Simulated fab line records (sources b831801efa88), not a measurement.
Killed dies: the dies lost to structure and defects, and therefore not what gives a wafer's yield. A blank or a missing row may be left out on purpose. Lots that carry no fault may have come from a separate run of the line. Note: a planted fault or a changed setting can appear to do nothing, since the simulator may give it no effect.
fab line records	flow sky130
record lots=5	wafers=15	last_day=49
route steps=708 shown METAL5@679 PASSIVATION@681 PAD_OPEN@694
lots untouched by any fault: they come from a run of this same line in which no faults occurred
start_h: start of the lot's first displayed wafer, in hours after the record's first day	wait_h: time in hours since the lot's previous step	" repeats the value in the row above	L1.1+2: several wafers, shown together as one row	- no value, or no start was given	* or withheld: withheld	< > ~ a bound
route shown NAME@n: NAME is a module with steps in the file, n the number in the route of the first one	usual: mean and standard deviation over wafers with no fault	same: alike in all rows	chamber/n: place in a boat	sites: each site's reading	_std_site: the values' standard deviation	_edge_site: the outer-site mean with the inner-site mean subtracted	radius_mm: how far each site lies from the wafer's centre	mask NAME#n: copy n	behind: tool/chamber where the wafer was last shaped	hold: the reason the lot was held/the length of the hold in hours/how it ended	device: the transistor (n, p or np) that didn't switch	end of line: the route-end tests of the same wafers	step lacking rows: just its recipe	killed: at the first sort, the dies lost to defects and structure; wafer yield is something else	map: per-die view of a wafer (x killed, . not killed, _ where there is no die)
set.NAME: setting as actually run; set.NAME@STEP: the setting as run at that earlier step	model.NAME: the simulator's own value behind a step, which no gauge read
a table for each step, a row for each wafer; lots at some steps of the route
services: a tool's chamber out of use, with start hour (start_h, from the record's first day; less than 0 if before it), hours out, and reason
## steps
# step SKY_METAL5_CLEAN_18
# recipe chemistry=IPA	time_s=180	temp_c=25
# usual bath_heat_duty_pct=6.7/0.61
lot.wafer	tool	chamber	start_h	wait_h	bath_heat_duty_pct
L079.2	wet_bench-02	0	1071.90	0.0	7.1
L079.4	"	0	"	"	6.7
L079.5	"	0	"	"	7.2
L080.4	wet_bench-02	0	1073.80	0.0	8.1
L080.5	"	0	"	"	7.5
L080.6	"	0	"	"	6.5
L082.3	wet_bench-03	3	1077.68	0.0	6.8
L082.4	"	3	"	"	7.0
L082.6	"	3	"	"	6.8
L083.1	wet_bench-01	2	1084.80	0.0	7.2
L083.2	"	2	"	"	6.8
L083.5	"	2	"	"	7.4
L089.1	wet_bench-02	3	1140.67	0.0	6.0
L089.3	"	3	"	"	5.6
L089.6	"	3	"	"	5.8
# step SKY_METAL5_CLEAN_19
# recipe chemistry=O3/DIW	dry=n2_spin
lot.wafer	tool	chamber	start_h	wait_h
L079.2+4+5	wet_bench-01	3	1071.96	0.0
L080.4+5+6	wet_bench-03	1	1073.86	0.0
L082.3+4+6	wet_bench-01	3	1077.74	0.0
L083.1+2+5	wet_bench-03	0	1084.86	0.0
L089.1+3+6	wet_bench-03	1	1140.73	0.0
# step SKY_PASSIVATION_CVD_00
# recipe material=SiO2	target_thk_nm=90	temp_c=400	time_s=withheld	rf_w=600
# usual heater_power_outer_w=399/63	heater_power_w=696/100
lot.wafer	tool	chamber	start_h	wait_h	heater_power_outer_w	heater_power_w
L079.2	pecvd-03	2	1072.05	0.0	352	659
L079.4	"	2	"	"	359	655
L079.5	"	1	"	"	407	705
L080.4	pecvd-01	0	1073.96	0.0	307	580
L080.5	"	1	"	"	375	670
L080.6	"	2	"	"	369	651
L082.3	pecvd-01	0	1077.84	0.0	336	608
L082.4	"	1	"	"	366	649
L082.6	"	2	"	"	453	755
L083.1	pecvd-01	0	1084.95	0.0	330	596
L083.2	"	2	"	"	455	758
L083.5	"	1	"	"	361	666
L089.1	pecvd-03	2	1140.82	0.0	351	657
L089.3	"	1	"	"	333	612
L089.6	"	1	"	"	336	605
# step SKY_PASSIVATION_THK_MEAS_01
# recipe reads=SiO2_of_PASSIVATION_CVD_00
# usual PASSIVATION_CVD_00_THK=89.7/1.1
lot.wafer	tool	chamber	start_h	wait_h	PASSIVATION_CVD_00_THK[nm]
L079.2	film_metro-03	-	1072.08	-	89.6
L079.4	"	-	"	"	90.0
L079.5	"	-	"	"	91.8
L080.4	film_metro-02	-	1074.00	-	90.8
L080.5	"	-	"	"	90.6
L080.6	"	-	"	"	90.9
L082.3	film_metro-02	-	1077.88	-	88.2
L082.4	"	-	"	"	90.9
L082.6	"	-	"	"	90.6
L083.1	film_metro-04	-	1084.97	-	89.9
L083.2	"	-	"	"	89.3
L083.5	"	-	"	"	90.1
L089.1	film_metro-04	-	1140.84	-	90.3
L089.3	"	-	"	"	90.7
L089.6	"	-	"	"	92.3
# step SKY_PASSIVATION_CVD_02
# recipe material=Si3N4	target_thk_nm=540	temp_c=400	time_s=withheld	rf_w=450
# usual heater_power_outer_w=426/57	heater_power_w=724/100
lot.wafer	tool	chamber	start_h	wait_h	heater_power_outer_w	heater_power_w
L079.2	pecvd-02	2	1072.13	0.0	474	835
L079.4	"	0	"	"	465	809
L079.5	"	2	"	"	495	866
L080.4	pecvd-02	0	1074.14	0.1	500	824
L080.5	"	2	"	"	529	864
L080.6	"	1	"	"	534	903
L082.3	pecvd-03	0	1077.92	0.0	416	638
L082.4	"	1	"	"	462	778
L082.6	"	0	"	"	423	631
L083.1	pecvd-03	1	1085.03	0.1	374	650
L083.2	"	2	"	"	321	626
L083.5	"	0	"	"	375	572
L089.1	pecvd-01	0	1140.90	0.1	401	688
L089.3	"	2	"	"	547	874
L089.6	"	0	"	"	423	700
# step SKY_PASSIVATION_THK_MEAS_03
# recipe reads=Si3N4_of_PASSIVATION_CVD_02
# usual PASSIVATION_CVD_02_THK=541/6.7
lot.wafer	tool	chamber	start_h	wait_h	PASSIVATION_CVD_02_THK[nm]
L079.2	film_metro-03	-	1072.36	-	540
L079.4	"	-	"	"	546
L079.5	"	-	"	"	555
L080.4	film_metro-02	-	1074.28	-	546
L080.5	"	-	"	"	545
L080.6	"	-	"	"	550
L082.3	film_metro-03	-	1078.16	-	536
L082.4	"	-	"	"	549
L082.6	"	-	"	"	547
L083.1	film_metro-03	-	1085.25	-	542
L083.2	"	-	"	"	539
L083.5	"	-	"	"	541
L089.1	film_metro-03	-	1141.13	-	529
L089.3	"	-	"	"	540
L089.6	"	-	"	"	539
# step SKY_PASSIVATION_DEHYDRATE_04
# recipe temp_c=200	time_s=60
lot.wafer	tool	chamber	start_h	wait_h
L079.2+4+5	litho_track-02	0	1082.06	9.7
L080.4+5+6	litho_track-04	0	1083.99	9.7
L082.3+4+6	litho_track-04	0	1087.61	9.4
L083.1+2+5	litho_track-02	0	1095.09	9.8
L089.1+3+6	litho_track-04	0	1149.77	8.6
# step SKY_PASSIVATION_HMDS_05
# recipe prime_time_s=60	prime_temp_c=120
lot.wafer	tool	chamber	start_h	wait_h
L079.2+4+5	litho_track-02	0	1082.21	0.1
L080.4+5+6	litho_track-04	0	1084.14	0.1
L082.3+4+6	litho_track-04	0	1087.76	0.1
L083.1+2+5	litho_track-02	0	1095.24	0.1
L089.1+3+6	litho_track-04	0	1149.92	0.1
# step SKY_PASSIVATION_COAT_06
# recipe spin_rpm=2000	resist_thk_nm=3000
# usual spin_speed_rpm=2000.2/1.2
lot.wafer	tool	chamber	start_h	wait_h	spin_speed_rpm
L079.2	litho_track-02	0	1082.36	0.1	2001.4
L079.4	"	0	"	"	2000.6
L079.5	"	0	"	"	1999.7
L080.4	litho_track-04	0	1084.29	0.1	2001.6
L080.5	"	0	"	"	2001.9
L080.6	"	0	"	"	2001.3
L082.3	litho_track-04	0	1087.91	0.1	2002.6
L082.4	"	0	"	"	1999.4
L082.6	"	0	"	"	2002.0
L083.1	litho_track-02	0	1095.39	0.1	2001.4
L083.2	"	0	"	"	2001.8
L083.5	"	0	"	"	2000.7
L089.1	litho_track-04	0	1150.07	0.1	2001.2
L089.3	"	0	"	"	2000.1
L089.6	"	0	"	"	1999.7
# step SKY_PASSIVATION_SOFTBAKE_07
# recipe temp_c=110	time_s=withheld
lot.wafer	tool	chamber	start_h	wait_h
L079.2+4+5	litho_track-02	0	1082.52	0.1
L080.4+5+6	litho_track-04	0	1084.46	0.1
L082.3+4+6	litho_track-04	0	1088.08	0.1
L083.1+2+5	litho_track-02	0	1095.54	0.1
L089.1+3+6	litho_track-04	0	1150.22	0.1
# step SKY_PASSIVATION_EXPOSE_08
# recipe mask_id=NSM	target_cd_nm=3000	na=0.57	dose_mj=260
lot.wafer	tool	chamber	start_h	wait_h	mask
L079.2+4+5	iline_stepper-01	0	-	-	NSM#0
L080.4+5+6	iline_stepper-02	0	-	-	NSM#0
L082.3+4+6	iline_stepper-02	0	-	-	NSM#0
L083.1+2+5	iline_stepper-01	0	-	-	NSM#0
L089.1+3+6	iline_stepper-02	0	-	-	NSM#0
# step SKY_PASSIVATION_PEB_09
# recipe temp_c=115	time_s=withheld
lot.wafer	tool	chamber	start_h	wait_h
L079.2+4+5	litho_track-01	0	-	-
L080.4+5+6	litho_track-01	0	-	-
L082.3+4+6	litho_track-01	0	-	-
L083.1+2+5	litho_track-01	0	-	-
L089.1+3+6	litho_track-02	0	-	-
# step SKY_PASSIVATION_DEVELOP_10
# recipe develop_time_s=60	dev_temp_c=23
# usual developer_temp_C=23.01/0.11
# same develop_time_s=60
lot.wafer	tool	chamber	start_h	wait_h	developer_temp_C
L079.2	litho_track-01	0	-	-	23.03
L079.4	"	0	"	"	23.03
L079.5	"	0	"	"	22.97
L080.4	litho_track-01	0	-	-	23.18
L080.5	"	0	"	"	22.97
L080.6	"	0	"	"	23.17
L082.3	litho_track-01	0	-	-	23.05
L082.4	"	0	"	"	23.09
L082.6	"	0	"	"	22.84
L083.1	litho_track-01	0	-	-	23.12
L083.2	"	0	"	"	23.05
L083.5	"	0	"	"	22.86
L089.1	litho_track-02	0	-	-	22.88
L089.3	"	0	"	"	22.93
L089.6	"	0	"	"	22.97
# step SKY_PASSIVATION_ETCH_11
# recipe chemistry=CF4/O2	target_depth_nm=725	stop_on=AlCu	source_w=800	bias_w=150	pressure_mtorr=150	cf4_flow_sccm=80	O2_flow_sccm=10	time_s=161.1
# usual O2_flow_sccm=10.00/0.03	drypump_motor_current_A=5.8/0.47	oes_product_au=0.978/0.0065	throttle_valve_pct=5.964/0.0094
lot.wafer	tool	chamber	start_h	wait_h	O2_flow_sccm	drypump_motor_current_A	oes_product_au	rf_hours_counter_h	throttle_valve_pct
L079.2	rie_diel-03	0	1092.48	-	9.95	5.6	0.980	11	5.958
L079.4	"	1	"	"	10.00	6.0	0.983	21	5.961
L079.5	"	1	"	"	9.99	5.9	0.980	-	5.968
L080.4	rie_diel-03	1	1094.83	-	9.97	6.0	0.976	21	5.971
L080.5	"	3	"	"	10.02	5.4	0.981	-	5.965
L080.6	"	2	"	"	9.97	6.6	0.991	-	5.971
L082.3	rie_diel-02	3	1098.08	-	10.04	5.7	0.977	14	5.972
L082.4	"	2	"	"	9.96	6.3	0.989	19	5.964
L082.6	"	0	"	"	10.04	6.4	0.977	-	5.961
L083.1	rie_diel-02	1	1106.18	-	10.06	5.6	0.978	16	5.984
L083.2	"	2	"	"	9.96	6.3	0.986	19	5.975
L083.5	"	2	"	"	10.02	6.3	0.984	-	5.948
L089.1	rie_diel-02	2	1159.39	-	10.01	6.2	0.974	21	5.955
L089.3	"	3	"	"	10.01	5.7	0.984	16	5.967
L089.6	"	1	"	"	10.03	5.6	0.972	-	5.959
# step SKY_PASSIVATION_STRIP_12
# recipe chemistry=O2/N2	power_w=1400	pressure_mtorr=1500	platen_temp_c=withheld	overash_fraction=0.7	o2_flow_sccm=3000	n2_flow_sccm=300
# usual drypump_motor_current_A=5.3/0.34	oes_product_au=0.660/0.0046	strip_time_to_endpoint_s=31.50/0.14
# same overash_fraction=0.7
lot.wafer	tool	chamber	start_h	wait_h	drypump_motor_current_A	oes_product_au	rf_hours_counter_h	strip_time_to_endpoint_s
L079.2	plasma_asher-01	0	1092.58	0.1	4.8	0.661	66	31.41
L079.4	"	0	"	"	4.8	0.661	-	31.49
L079.5	"	0	"	"	4.8	0.663	-	31.62
L080.4	plasma_asher-01	1	1094.97	0.1	5.3	0.662	-	31.55
L080.5	"	1	"	"	5.3	0.663	-	31.69
L080.6	"	0	"	"	4.8	0.656	-	31.62
L082.3	plasma_asher-02	1	1098.22	0.1	5.6	0.659	-	31.23
L082.4	"	0	"	"	5.0	0.661	-	31.34
L082.6	"	1	"	"	5.6	0.657	-	31.36
L083.1	plasma_asher-03	0	1106.28	0.1	5.5	0.662	4	31.38
L083.2	"	1	"	"	5.7	0.659	4	31.32
L083.5	"	0	"	"	5.5	0.665	-	31.29
L089.1	plasma_asher-03	1	1159.49	0.1	5.7	0.660	9	31.54
L089.3	"	0	"	"	5.5	0.657	-	31.58
L089.6	"	0	"	"	5.5	0.654	-	31.70
# step SKY_PAD_OPEN_DEHYDRATE_00
# recipe temp_c=200	time_s=60
lot.wafer	tool	chamber	start_h	wait_h
L079.2+4+5	litho_track-01	0	1101.95	9.3
L080.4+5+6	litho_track-03	0	1104.66	9.7
L082.3+4+6	litho_track-02	0	1107.69	9.4
L083.1+2+5	litho_track-02	0	1115.79	9.5
L089.1+3+6	litho_track-02	0	1167.19	7.7
# step SKY_PAD_OPEN_HMDS_01
# recipe prime_time_s=60	prime_temp_c=120
lot.wafer	tool	chamber	start_h	wait_h
L079.2+4+5	litho_track-01	0	1102.10	0.1
L080.4+5+6	litho_track-03	0	1104.81	0.1
L082.3+4+6	litho_track-02	0	1107.84	0.1
L083.1+2+5	litho_track-02	0	1115.94	0.1
L089.1+3+6	litho_track-02	0	1167.34	0.1
# step SKY_PAD_OPEN_COAT_02
# recipe spin_rpm=2000	resist_thk_nm=3000
# usual spin_speed_rpm=1999.9/1.2
lot.wafer	tool	chamber	start_h	wait_h	spin_speed_rpm
L079.2	litho_track-01	0	1102.25	0.1	2001.0
L079.4	"	0	"	"	1999.0
L079.5	"	0	"	"	1998.7
L080.4	litho_track-03	0	1104.96	0.1	1999.4
L080.5	"	0	"	"	2000.0
L080.6	"	0	"	"	2001.4
L082.3	litho_track-02	0	1107.99	0.1	1999.3
L082.4	"	0	"	"	2000.6
L082.6	"	0	"	"	2000.5
L083.1	litho_track-02	0	1116.09	0.1	2002.5
L083.2	"	0	"	"	2002.1
L083.5	"	0	"	"	1999.7
L089.1	litho_track-02	0	1167.49	0.1	1999.8
L089.3	"	0	"	"	1999.7
L089.6	"	0	"	"	1998.5
# step SKY_PAD_OPEN_SOFTBAKE_03
# recipe temp_c=110	time_s=withheld
lot.wafer	tool	chamber	start_h	wait_h
L079.2+4+5	litho_track-01	0	1102.41	0.1
L080.4+5+6	litho_track-03	0	1105.14	0.1
L082.3+4+6	litho_track-02	0	1108.15	0.1
L083.1+2+5	litho_track-02	0	1116.24	0.1
L089.1+3+6	litho_track-02	0	1167.64	0.1
# step SKY_PAD_OPEN_EXPOSE_04
# recipe mask_id=PDM	target_cd_nm=60000	na=0.57	dose_mj=260
lot.wafer	tool	chamber	start_h	wait_h	mask
L079.2+4+5	iline_stepper-01	0	-	-	PDM#0
L080.4+5+6	iline_stepper-02	0	-	-	PDM#0
L082.3+4+6	iline_stepper-02	0	-	-	PDM#0
L083.1+2+5	iline_stepper-02	0	-	-	PDM#0
L089.1+3+6	iline_stepper-02	0	-	-	PDM#0
# step SKY_PAD_OPEN_PEB_05
# recipe temp_c=115	time_s=withheld
lot.wafer	tool	chamber	start_h	wait_h
L079.2+4+5	litho_track-01	0	-	-
L080.4+5+6	litho_track-02	0	-	-
L082.3+4+6	litho_track-01	0	-	-
L083.1+2+5	litho_track-02	0	-	-
L089.1+3+6	litho_track-01	0	-	-
# step SKY_PAD_OPEN_DEVELOP_06
# recipe develop_time_s=60	dev_temp_c=23
# usual developer_temp_C=22.98/0.1
# same develop_time_s=60
lot.wafer	tool	chamber	start_h	wait_h	developer_temp_C
L079.2	litho_track-01	0	-	-	23.08
L079.4	"	0	"	"	22.91
L079.5	"	0	"	"	22.85
L080.4	litho_track-02	0	-	-	22.80
L080.5	"	0	"	"	23.02
L080.6	"	0	"	"	23.02
L082.3	litho_track-01	0	-	-	23.13
L082.4	"	0	"	"	23.10
L082.6	"	0	"	"	23.05
L083.1	litho_track-02	0	-	-	22.96
L083.2	"	0	"	"	22.95
L083.5	"	0	"	"	22.92
L089.1	litho_track-01	0	-	-	22.91
L089.3	"	0	"	"	23.03
L089.6	"	0	"	"	22.86
# step SKY_PAD_OPEN_ETCH_07
# recipe chemistry=CF4/O2	target_depth_nm=725	stop_on=AlCu	source_w=800	bias_w=150	pressure_mtorr=150	cf4_flow_sccm=80	O2_flow_sccm=10	time_s=161.1
# usual O2_flow_sccm=10.00/0.03	drypump_motor_current_A=5.6/0.54	oes_product_au=0.978/0.0065	throttle_valve_pct=5.963/0.009
lot.wafer	tool	chamber	start_h	wait_h	O2_flow_sccm	drypump_motor_current_A	oes_product_au	rf_hours_counter_h	throttle_valve_pct
L079.2	rie_diel-01	3	1112.68	-	9.98	6.0	0.980	9	5.961
L079.4	"	2	"	"	9.99	5.0	0.984	31	5.970
L079.5	"	0	"	"	10.02	4.8	0.988	-	5.970
L080.4	rie_diel-04	2	1115.19	-	10.03	5.2	0.987	-	5.961
L080.5	"	0	"	"	9.97	5.0	0.978	-	5.963
L080.6	"	3	"	"	10.01	5.1	0.980	-	5.962
L082.3	rie_diel-03	3	1118.23	-	10.05	5.4	0.975	18	5.958
L082.4	"	0	"	"	10.01	5.6	0.984	12	5.964
L082.6	"	2	"	"	10.01	6.6	0.987	-	5.979
L083.1	rie_diel-01	1	1125.79	-	9.99	6.0	0.973	18	5.974
L083.2	"	0	"	"	10.04	4.8	0.993	29	5.969
L083.5	"	3	"	"	10.06	6.0	0.975	-	5.979
L089.1	rie_diel-03	1	1176.48	-	10.05	6.0	0.962	24	5.956
L089.3	"	2	"	"	10.01	6.6	0.980	22	5.969
L089.6	"	0	"	"	10.00	5.6	0.983	-	5.960
# step SKY_PAD_OPEN_STRIP_08
# recipe chemistry=O2/N2	power_w=1400	pressure_mtorr=1500	platen_temp_c=withheld	overash_fraction=0.7	o2_flow_sccm=3000	n2_flow_sccm=300
# usual drypump_motor_current_A=5.6/0.45	oes_product_au=0.663/0.0044	strip_time_to_endpoint_s=37.05/0.1
# same overash_fraction=0.7
lot.wafer	tool	chamber	start_h	wait_h	drypump_motor_current_A	oes_product_au	rf_hours_counter_h	strip_time_to_endpoint_s
L079.2	plasma_asher-04	0	1112.78	0.1	6.1	0.660	35	36.94
L079.4	"	0	"	"	6.1	0.660	-	36.96
L079.5	"	0	"	"	6.1	0.655	-	37.07
L080.4	plasma_asher-01	0	1115.28	0.0	4.8	0.658	-	36.89
L080.5	"	0	"	"	4.8	0.668	-	37.08
L080.6	"	1	"	"	5.3	0.664	-	37.00
L082.3	plasma_asher-04	1	1118.37	0.1	6.0	0.670	-	36.96
L082.4	"	0	"	"	6.1	0.662	-	37.04
L082.6	"	0	"	"	6.1	0.653	-	36.96
L083.1	plasma_asher-04	1	1125.89	0.1	6.0	0.665	36	37.12
L083.2	"	0	"	"	6.1	0.667	36	37.10
L083.5	"	0	"	"	6.1	0.658	-	37.05
L089.1	plasma_asher-04	1	1176.58	0.1	6.0	0.663	41	37.07
L089.3	"	1	"	"	6.0	0.656	-	37.07
L089.6	"	1	"	"	6.0	0.655	-	36.93
# step SKY_PAD_OPEN_STRIP_09
# recipe chemistry=post_etch_residue_remover	time_s=1200	temp_c=72.5
# usual bath_heat_duty_pct=15.3/1.2
lot.wafer	tool	chamber	start_h	wait_h	bath_heat_duty_pct
L079.2	wet_bench-04	1	1112.88	0.1	14.8
L079.4	"	1	"	"	14.3
L079.5	"	1	"	"	13.5
L080.4	wet_bench-02	2	1115.34	0.0	14.6
L080.5	"	2	"	"	16.4
L080.6	"	2	"	"	16.3
L082.3	wet_bench-02	0	1118.43	0.0	15.3
L082.4	"	0	"	"	15.6
L082.6	"	0	"	"	15.5
L083.1	wet_bench-04	3	1125.99	0.1	17.6
L083.2	"	3	"	"	18.2
L083.5	"	3	"	"	16.3
L089.1	wet_bench-02	2	1176.68	0.1	13.9
L089.3	"	2	"	"	16.0
L089.6	"	2	"	"	15.8
# step SKY_PAD_OPEN_CLEAN_10
# recipe chemistry=IPA	time_s=180	temp_c=25
# usual bath_heat_duty_pct=6.7/0.67
lot.wafer	tool	chamber	start_h	wait_h	bath_heat_duty_pct
L079.2	wet_bench-01	2	1113.26	0.0	7.3
L079.4	"	2	"	"	6.3
L079.5	"	2	"	"	6.8
L080.4	wet_bench-02	0	1115.69	0.0	6.6
L080.5	"	0	"	"	6.7
L080.6	"	0	"	"	7.0
L082.3	wet_bench-01	2	1118.78	0.0	7.5
L082.4	"	2	"	"	6.6
L082.6	"	2	"	"	7.8
L083.1	wet_bench-01	3	1126.34	0.0	6.4
L083.2	"	3	"	"	6.9
L083.5	"	3	"	"	5.9
L089.1	wet_bench-04	0	1177.03	0.0	6.9
L089.3	"	0	"	"	7.2
L089.6	"	0	"	"	6.3
# step SKY_PAD_OPEN_CLEAN_11
# recipe chemistry=O3/DIW	dry=n2_spin
lot.wafer	tool	chamber	start_h	wait_h
L079.2+4+5	wet_bench-02	2	1113.32	0.0
L080.4+5+6	wet_bench-04	0	1115.74	0.0
L082.3+4+6	wet_bench-04	2	1118.84	0.0
L083.1+2+5	wet_bench-02	1	1126.39	0.0
L089.1+3+6	wet_bench-01	3	1177.08	0.0
# step SKY_PAD_OPEN_ANNEAL_12
# recipe temp_c=400	time_s=withheld	ambient=N2/H2	idle_temp_c=300	ramp_up_c_per_min=8	ramp_down_c_per_min=4
# usual spike_tc_bottom_C=423.3/2.1
lot.wafer	tool	chamber	start_h	wait_h	spike_tc_bottom_C
L079.2	furnace-02	0	1113.41	0.0	425.6
L079.4	"	0	"	"	425.8
L079.5	"	0	"	"	425.7
L080.4	furnace-01	0	1115.84	0.0	422.8
L080.5	"	0	"	"	422.8
L080.6	"	0	"	"	422.7
L082.3	furnace-01	0	1118.93	0.0	418.4
L082.4	"	0	"	"	422.3
L082.6	"	0	"	"	420.9
L083.1	furnace-02	0	1126.49	0.0	424.4
L083.2	"	0	"	"	427.1
L083.5	"	0	"	"	425.4
L089.1	furnace-01	0	1177.18	0.0	420.9
L089.3	"	0	"	"	419.0
L089.6	"	0	"	"	423.6
# step SKY_PAD_OPEN_BOW_MEAS_13
# recipe mode=bow
# usual PAD_OPEN_BOW=47/9.5
lot.wafer	tool	chamber	start_h	wait_h	PAD_OPEN_BOW[um]
L079.2	film_metro-03	-	1114.93	-	56
L079.4	"	-	"	"	42
L079.5	"	-	"	"	51
L080.4	film_metro-02	-	1117.40	-	65
L080.5	"	-	"	"	58
L080.6	"	-	"	"	65
L082.3	film_metro-01	-	1120.47	-	62
L082.4	"	-	"	"	48
L082.6	"	-	"	"	46
L083.1	film_metro-03	-	1127.99	-	45
L083.2	"	-	"	"	42
L083.5	"	-	"	"	44
L089.1	film_metro-03	-	1178.68	-	55
L089.3	"	-	"	"	47
L089.6	"	-	"	"	56
## services
tool	chamber	start_h	hours	kind
rie_diel-04	0	1051.29	3.5	repair
rie_diel-01	-	1052.00	0.5	repair
plasma_asher-03	-	1055.28	9.0	pm
rie_diel-01	-	1055.82	2.8	pm
pecvd-03	0	1057.25	5.5	scheduled_down
rie_diel-04	-	1092.13	2.5	repair
pecvd-01	0	1095.33	2.6	repair
plasma_asher-04	-	1107.47	4.0	pm
rie_diel-02	-	1118.87	4.3	pm
pecvd-01	2	1119.17	5.5	scheduled_down
iline_stepper-02	-	1125.41	3.7	repair
rie_diel-03	0	1134.61	8.0	repair
rie_diel-04	0	1139.34	1.7	repair
furnace-02	-	1140.23	4.0	pm
rie_diel-02	2	1140.45	5.7	repair
rie_diel-03	2	1142.86	2.7	repair
furnace-01	-	1152.61	4.2	pm
furnace-02	-	1152.68	2.6	repair
plasma_asher-01	-	1152.91	3.0	repair
plasma_asher-02	-	1160.49	4.2	repair
iline_stepper-01	-	1162.48	1.7	pm
iline_stepper-02	-	1166.05	1.7	pm
pecvd-01	1	1169.28	14.6	repair
rie_diel-03	2	1173.19	2.5	repair
## key
fault none
